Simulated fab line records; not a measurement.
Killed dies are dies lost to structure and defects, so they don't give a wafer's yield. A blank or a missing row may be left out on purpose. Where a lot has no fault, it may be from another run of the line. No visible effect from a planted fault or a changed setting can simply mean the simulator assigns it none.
fab line records -- flow gf180mcu
record lots=14, wafers=42, last-day=34
route steps=602 shown VT_IMPLANT@108 POLY_GATE@167 HV_LDD@194
lots that met no fault: from a run of the same line without faults
start-h: the number of hours between the record's first day and the start of the first shown wafer of the lot -- wait-h: hours elapsed since this lot's preceding step -- " same as the row above -- L1.1+2: a row that stands for several wafers -- - no value, or no start was given -- * or withheld: withheld -- < > ~ a bound
route shown NAME@n: names a module that has steps shown in the file, with the first one's number in the route -- usual: mean and standard deviation over wafers with no fault -- same: alike in all rows -- chamber/n: place in a boat -- sites: readings site by site -- _std_site: standard deviation of those values -- _edge_site: mean of outer sites minus mean of inner sites -- radius-mm: for every site, how far away it sits from the centre of the wafer -- mask NAME#n: copy n -- behind: the last tool/chamber to shape the wafer -- hold: cause of the lot's hold/its duration in hours/its outcome -- device: names the non-switching transistor (n, p or np) -- end of line: tests of these same wafers at the route's end -- a step given without rows: its recipe and nothing more -- killed: at the first sort, the dies lost to defects and structure; wafer yield is something else -- map: shows each die of a wafer: x if killed, . if not, _ if none is there
set.NAME: the setting as run; set.NAME@STEP: as run at that earlier step -- model.NAME: the simulator's own value behind a step, which no gauge read
a sample of lots followed through the steps of the route, with each step as a table and each wafer as a row
services: from which hour (start-h, from the record's first day; less than 0 if before it) a tool's chamber was out of use, for how many hours, and why
## steps
# step GF_VT_IMPLANT_OVL_MEAS_18
# usual VT_IMPLANT_01_OVL=-1.0/1.4
lot.wafer,tool,chamber,start-h,wait-h,VT_IMPLANT_01_OVL[nm]
L394.4,overlay-02,-,122.08,0.1,0.2
L394.5,overlay-02,-,122.08,0.1,1.6
L394.6,overlay-02,-,122.08,0.1,-0.6
L396.3,overlay-01,-,134.32,0.1,-1.2
L396.5,overlay-01,-,134.32,0.1,-0.6
L396.6,overlay-01,-,134.32,0.1,-1.2
L397.4,overlay-01,-,154.08,0.1,0.6
L397.5,overlay-01,-,154.08,0.1,-0.4
L397.6,overlay-01,-,154.08,0.1,0.4
L399.2,overlay-01,-,163.47,0.1,-1.6
L399.4,overlay-01,-,163.47,0.1,2.2
L399.5,overlay-01,-,163.47,0.1,-0.3
L400.1,overlay-01,-,177.07,0.1,-3.2
L400.3,overlay-01,-,177.07,0.1,-2.2
L400.4,overlay-01,-,177.07,0.1,-2.2
L402.2,overlay-02,-,182.23,0.1,-2.0
L402.4,overlay-02,-,182.23,0.1,0.1
L402.5,overlay-02,-,182.23,0.1,-2.6
L403.3,overlay-01,-,195.22,0.1,-1.9
L403.4,overlay-01,-,195.22,0.1,-2.0
L403.5,overlay-01,-,195.22,0.1,-1.6
L404.2,overlay-02,-,198.72,0.1,-2.9
L404.4,overlay-02,-,198.72,0.1,-3.5
L404.6,overlay-02,-,198.72,0.1,-2.3
L406.1,overlay-02,-,205.36,0.1,-0.8
L406.4,overlay-02,-,205.36,0.1,-1.7
L406.5,overlay-02,-,205.36,0.1,-0.3
L407.4,overlay-01,-,210.09,0.1,0.0
L407.5,overlay-01,-,210.09,0.1,-1.1
L407.6,overlay-01,-,210.09,0.1,1.6
L411.1,overlay-01,-,233.56,0.1,0.2
L411.2,overlay-01,-,233.56,0.1,-0.4
L411.6,overlay-01,-,233.56,0.1,-0.7
L412.1,overlay-02,-,240.66,0.1,-0.9
L412.4,overlay-02,-,240.66,0.1,0.6
L412.5,overlay-02,-,240.66,0.1,0.3
L413.4,overlay-02,-,246.44,0.1,-1.2
L413.5,overlay-02,-,246.44,0.1,-1.0
L413.6,overlay-02,-,246.44,0.1,-2.6
L417.1,overlay-01,-,271.82,0.1,-0.1
L417.2,overlay-01,-,271.82,0.1,-1.5
L417.5,overlay-01,-,271.82,0.1,-1.1
# step GF_POLY_GATE_CD_MEAS_10
# recipe target-cd-nm=280
# usual cd-nm=280.1/1.2
lot.wafer,tool,chamber,start-h,wait-h,cd-nm
L394.4,cd-sem-02,-,191.56,0.1,279.3
L394.5,cd-sem-02,-,191.56,0.1,279.0
L394.6,cd-sem-02,-,191.56,0.1,279.1
L396.3,cd-sem-02,-,204.75,0.1,280.2
L396.5,cd-sem-02,-,204.75,0.1,281.5
L396.6,cd-sem-02,-,204.75,0.1,280.4
L397.4,cd-sem-01,-,227.23,0.1,280.2
L397.5,cd-sem-01,-,227.23,0.1,279.4
L397.6,cd-sem-01,-,227.23,0.1,279.8
L399.2,cd-sem-01,-,242.28,0.1,279.6
L399.4,cd-sem-01,-,242.28,0.1,279.9
L399.5,cd-sem-01,-,242.28,0.1,280.6
L400.1,cd-sem-01,-,253.05,0.1,281.1
L400.3,cd-sem-01,-,253.05,0.1,280.5
L400.4,cd-sem-01,-,253.05,0.1,280.3
L402.2,cd-sem-01,-,262.53,0.1,281.0
L402.4,cd-sem-01,-,262.53,0.1,280.6
L402.5,cd-sem-01,-,262.53,0.1,281.5
L403.3,cd-sem-01,-,272.35,0.1,279.4
L403.4,cd-sem-01,-,272.35,0.1,279.0
L403.5,cd-sem-01,-,272.35,0.1,278.6
L404.2,cd-sem-01,-,279.02,0.1,281.1
L404.4,cd-sem-01,-,279.02,0.1,280.6
L404.6,cd-sem-01,-,279.02,0.1,281.0
L406.1,cd-sem-02,-,287.21,0.1,279.2
L406.4,cd-sem-02,-,287.21,0.1,279.5
L406.5,cd-sem-02,-,287.21,0.1,279.3
L407.4,cd-sem-01,-,289.63,0.1,278.3
L407.5,cd-sem-01,-,289.63,0.1,278.2
L407.6,cd-sem-01,-,289.63,0.1,278.0
L411.1,cd-sem-01,-,317.75,0.1,280.9
L411.2,cd-sem-01,-,317.75,0.1,279.5
L411.6,cd-sem-01,-,317.75,0.1,281.3
L412.1,cd-sem-02,-,327.40,0.1,280.7
L412.4,cd-sem-02,-,327.40,0.1,280.4
L412.5,cd-sem-02,-,327.40,0.1,280.8
L413.4,cd-sem-02,-,332.98,0.1,281.6
L413.5,cd-sem-02,-,332.98,0.1,280.6
L413.6,cd-sem-02,-,332.98,0.1,281.6
L417.1,cd-sem-01,-,362.32,0.1,281.2
L417.2,cd-sem-01,-,362.32,0.1,282.2
L417.5,cd-sem-01,-,362.32,0.1,280.1
# step GF_HV_LDD_DEVELOP_18
# recipe develop-time-s=60, dev-temp-c=23
# usual resist-line-temp-C=23.01/0.11
lot.wafer,tool,chamber,start-h,wait-h,resist-line-temp-C
L394.4,litho-track-04,0,227.78,0.1,23.05
L394.5,litho-track-04,0,227.78,0.1,22.81
L394.6,litho-track-04,0,227.78,0.1,22.83
L396.3,litho-track-01,0,242.85,0.1,22.76
L396.5,litho-track-01,0,242.85,0.1,22.87
L396.6,litho-track-01,0,242.85,0.1,23.08
L397.4,litho-track-04,0,266.43,0.1,23.03
L397.5,litho-track-04,0,266.43,0.1,23.14
L397.6,litho-track-04,0,266.43,0.1,22.84
L399.2,litho-track-01,0,282.47,0.1,23.08
L399.4,litho-track-01,0,282.47,0.1,23.11
L399.5,litho-track-01,0,282.47,0.1,23.06
L400.1,litho-track-02,0,293.21,0.1,23.19
L400.3,litho-track-02,0,293.21,0.1,23.12
L400.4,litho-track-02,0,293.21,0.1,22.97
L402.2,litho-track-04,0,302.53,0.1,23.00
L402.4,litho-track-04,0,302.53,0.1,22.92
L402.5,litho-track-04,0,302.53,0.1,23.03
L403.3,litho-track-01,0,315.20,0.1,23.25
L403.4,litho-track-01,0,315.20,0.1,22.97
L403.5,litho-track-01,0,315.20,0.1,23.02
L404.2,litho-track-04,0,320.78,0.1,22.98
L404.4,litho-track-04,0,320.78,0.1,23.01
L404.6,litho-track-04,0,320.78,0.1,22.94
L406.1,litho-track-02,0,331.06,0.1,23.02
L406.4,litho-track-02,0,331.06,0.1,22.93
L406.5,litho-track-02,0,331.06,0.1,23.00
L407.4,litho-track-04,0,332.78,0.1,22.89
L407.5,litho-track-04,0,332.78,0.1,23.04
L407.6,litho-track-04,0,332.78,0.1,22.92
L411.1,litho-track-04,0,362.90,0.1,23.15
L411.2,litho-track-04,0,362.90,0.1,22.89
L411.6,litho-track-04,0,362.90,0.1,22.89
L412.1,litho-track-02,0,372.16,0.1,22.96
L412.4,litho-track-02,0,372.16,0.1,22.95
L412.5,litho-track-02,0,372.16,0.1,22.80
L413.4,litho-track-02,0,378.98,0.1,23.00
L413.5,litho-track-02,0,378.98,0.1,22.81
L413.6,litho-track-02,0,378.98,0.1,22.79
L417.1,litho-track-04,0,409.35,0.1,23.26
L417.2,litho-track-04,0,409.35,0.1,23.22
L417.5,litho-track-04,0,409.35,0.1,23.18
# step GF_HV_LDD_CD_MEAS_19
# recipe target-cd-nm=400
# usual cd-nm=399.4/2.6
lot.wafer,tool,chamber,start-h,wait-h,cd-nm
L394.4,cd-sem-02,-,227.92,0.1,401.0
L394.5,cd-sem-02,-,227.92,0.1,400.7
L394.6,cd-sem-02,-,227.92,0.1,401.3
L396.3,cd-sem-02,-,242.99,0.1,402.4
L396.5,cd-sem-02,-,242.99,0.1,403.0
L396.6,cd-sem-02,-,242.99,0.1,404.5
L397.4,cd-sem-02,-,266.57,0.1,397.8
L397.5,cd-sem-02,-,266.57,0.1,398.7
L397.6,cd-sem-02,-,266.57,0.1,396.7
L399.2,cd-sem-01,-,282.62,0.1,396.2
L399.4,cd-sem-01,-,282.62,0.1,400.5
L399.5,cd-sem-01,-,282.62,0.1,396.9
L400.1,cd-sem-02,-,293.36,0.1,396.8
L400.3,cd-sem-02,-,293.36,0.1,397.0
L400.4,cd-sem-02,-,293.36,0.1,395.5
L402.2,cd-sem-01,-,302.67,0.1,400.7
L402.4,cd-sem-01,-,302.67,0.1,401.6
L402.5,cd-sem-01,-,302.67,0.1,403.3
L403.3,cd-sem-02,-,315.34,0.1,397.8
L403.4,cd-sem-02,-,315.34,0.1,397.9
L403.5,cd-sem-02,-,315.34,0.1,398.4
L404.2,cd-sem-01,-,320.92,0.1,397.6
L404.4,cd-sem-01,-,320.92,0.1,396.6
L404.6,cd-sem-01,-,320.92,0.1,399.3
L406.1,cd-sem-02,-,331.21,0.1,401.3
L406.4,cd-sem-02,-,331.21,0.1,401.4
L406.5,cd-sem-02,-,331.21,0.1,402.4
L407.4,cd-sem-01,-,332.91,0.1,398.7
L407.5,cd-sem-01,-,332.91,0.1,399.5
L407.6,cd-sem-01,-,332.91,0.1,397.6
L411.1,cd-sem-02,-,363.05,0.1,400.2
L411.2,cd-sem-02,-,363.05,0.1,400.5
L411.6,cd-sem-02,-,363.05,0.1,400.8
L412.1,cd-sem-01,-,372.31,0.1,370.4
L412.4,cd-sem-01,-,372.31,0.1,368.6
L412.5,cd-sem-01,-,372.31,0.1,401.3
L413.4,cd-sem-01,-,379.12,0.1,365.5
L413.5,cd-sem-01,-,379.12,0.1,397.7
L413.6,cd-sem-01,-,379.12,0.1,368.2
L417.1,cd-sem-02,-,409.50,0.1,400.8
L417.2,cd-sem-02,-,409.50,0.1,401.5
L417.5,cd-sem-02,-,409.50,0.1,400.3
# step GF_HV_LDD_RTA_52
# recipe temp-c=1000, time-s=10, ambient=N2
# usual lamp-power-pct=29.7/2.7, wafer_temp_C_max=1003.8/0.74
lot.wafer,tool,chamber,start-h,wait-h,lamp-power-pct,wafer_temp_C_max
L394.4,rtp-anneal-01,0,266.00,0.0,27.6,1003.7
L394.5,rtp-anneal-01,0,266.00,0.0,27.6,1004.5
L394.6,rtp-anneal-01,0,266.00,0.0,27.6,1003.9
L396.3,rtp-anneal-02,0,281.95,0.0,33.2,1005.8
L396.5,rtp-anneal-02,0,281.95,0.0,33.2,1004.3
L396.6,rtp-anneal-02,0,281.95,0.0,33.3,1003.7
L397.4,rtp-anneal-01,0,307.45,0.0,27.6,1003.6
L397.5,rtp-anneal-01,0,307.45,0.0,27.6,1003.9
L397.6,rtp-anneal-01,0,307.45,0.0,27.6,1003.5
L399.2,rtp-anneal-02,0,324.43,0.0,33.3,1004.1
L399.4,rtp-anneal-02,0,324.43,0.0,33.3,1003.7
L399.5,rtp-anneal-02,0,324.43,0.0,33.3,1002.7
L400.1,rtp-anneal-01,0,336.57,0.0,27.6,1003.8
L400.3,rtp-anneal-01,0,336.57,0.0,27.6,1004.0
L400.4,rtp-anneal-01,0,336.57,0.0,27.6,1003.5
L402.2,rtp-anneal-01,0,345.81,0.0,27.6,1003.2
L402.4,rtp-anneal-01,0,345.81,0.0,27.6,1002.5
L402.5,rtp-anneal-01,0,345.81,0.0,27.6,1003.2
L403.3,rtp-anneal-01,0,359.35,0.0,27.6,1003.9
L403.4,rtp-anneal-01,0,359.35,0.0,27.6,1004.8
L403.5,rtp-anneal-01,0,359.35,0.0,27.6,1003.5
L404.2,rtp-anneal-01,0,365.93,0.0,27.6,1003.1
L404.4,rtp-anneal-01,0,365.93,0.0,27.6,1005.6
L404.6,rtp-anneal-01,0,365.93,0.0,27.6,1004.8
L406.1,rtp-anneal-02,0,376.12,0.0,33.3,1004.3
L406.4,rtp-anneal-02,0,376.12,0.0,33.2,1003.4
L406.5,rtp-anneal-02,0,376.12,0.0,33.3,1003.8
L407.4,rtp-anneal-01,0,379.01,0.0,27.6,1003.2
L407.5,rtp-anneal-01,0,379.01,0.0,27.6,1002.1
L407.6,rtp-anneal-01,0,379.01,0.0,27.6,1004.0
L411.1,rtp-anneal-01,0,409.15,0.0,27.6,1003.6
L411.2,rtp-anneal-01,0,409.15,0.0,27.6,1002.7
L411.6,rtp-anneal-01,0,409.15,0.0,27.6,1003.8
L412.1,rtp-anneal-02,0,419.27,0.0,33.2,1003.9
L412.4,rtp-anneal-02,0,419.27,0.0,33.3,1003.3
L412.5,rtp-anneal-02,0,419.27,0.0,33.2,1003.3
L413.4,rtp-anneal-02,0,427.83,0.0,33.2,1003.3
L413.5,rtp-anneal-02,0,427.83,0.0,33.3,1003.4
L413.6,rtp-anneal-02,0,427.83,0.0,33.2,1003.1
L417.1,rtp-anneal-01,0,458.62,0.0,27.6,1004.2
L417.2,rtp-anneal-01,0,458.62,0.0,27.6,1004.5
L417.5,rtp-anneal-01,0,458.62,0.0,27.6,1005.3
## services
tool,chamber,start-h,hours,kind
rtp-anneal-02,-,364.67,1.8,pm
## key
first-sign step=GF_HV_LDD_CD_MEAS_19, reading=cd-nm, direction=down, sigmas=12, usual=399.4, struck=368.2
effect none on later readings
met-at GF_HV_LDD_DEVELOP_18
struck-lots L412,L413
struck-wafers L412.1,L412.4,L413.4,L413.6
tester-left-out L412,L413
not-acting-at GF_VT_IMPLANT_OVL_MEAS_18,GF_POLY_GATE_CD_MEAS_10,GF_HV_LDD_RTA_52
onset-between 331.06 372.16
fault kind=process-parameter-drift, tool=litho-track-02, chamber=-, onset-h=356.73, steps=GF_HV_LDD_DEVELOP_18, channel=develop-time-s, offset=*, shape=step, end-h=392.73, scope=struck-wafers-only, acts-in=*, stated=*
# tester-left-out: of these lots the tester's yield and bins aren't shown, on N5 and GAA mostly nor the transistor test; their killed dies are dies lost to structure and defects alone, not to doping, threshold or leakage, so they don't give the yield
